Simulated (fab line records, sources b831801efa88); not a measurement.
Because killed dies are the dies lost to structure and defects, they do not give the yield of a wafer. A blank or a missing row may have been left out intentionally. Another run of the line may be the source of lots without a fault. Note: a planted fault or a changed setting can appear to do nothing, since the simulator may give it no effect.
Matching of chambers | flow sky130 | SKY_VIA2_CMP_02 on cmp-01 has 4 sister chambers
The step polishes SiO2. 8 wafers are shown with their chamber, then 6 later ones without.

== EACH WAFER AND ITS CHAMBER ==
wafer  | chamber | motor-current-A (A)
L201.5 | 3       | 13.5
L204.3 | 2       | 13.3
L204.5 | 3       | 13.4
L204.6 | 2       | 13.5
L205.5 | 0       | 12.2
L205.6 | 1       | 13.4
L206.1 | 0       | 12.0
L206.3 | 1       | 12.9

== WAFERS WHOSE CHAMBER IS MISSING ==
wafer  | motor-current-A (A)
L206.4 | 12.4
L215.5 | 11.7
L215.6 | 12.4
L217.2 | 12.9
L217.4 | 13.3
L217.5 | 11.9

== WHICH CHAMBER EACH ONE RAN IN ==
wafer  | from the rows above          | in truth
L206.4 | 0                            | 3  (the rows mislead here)
L215.5 | 0                            | 0
L215.6 | 0                            | 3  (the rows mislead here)
L217.2 | can't be placed: 1 or 2 or 3 | 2
L217.4 | can't be placed: 2 or 3 or 1 | 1
L217.5 | 0                            | 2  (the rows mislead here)
Correctly placed: 1 of 6. From these rows, 2 cannot be placed; in 2 the true chamber is one of the candidates. Number placed wrongly: 3.
How it was worked out, from the rows above alone: a wafer's distance from a chamber is the root of the sum, over the readings, of the square of ((its reading less the chamber's mean) divided by the reading's scatter). The wafer belongs to the nearest chamber; if the next one is less than 2 further off, it can't be placed. Each chamber's mean is taken over the wafers shown for it. The scatter is the square root of a quotient: the sum, over the shown wafers, of each reading's squared deviation from its chamber's mean, divided by wafers minus chambers.
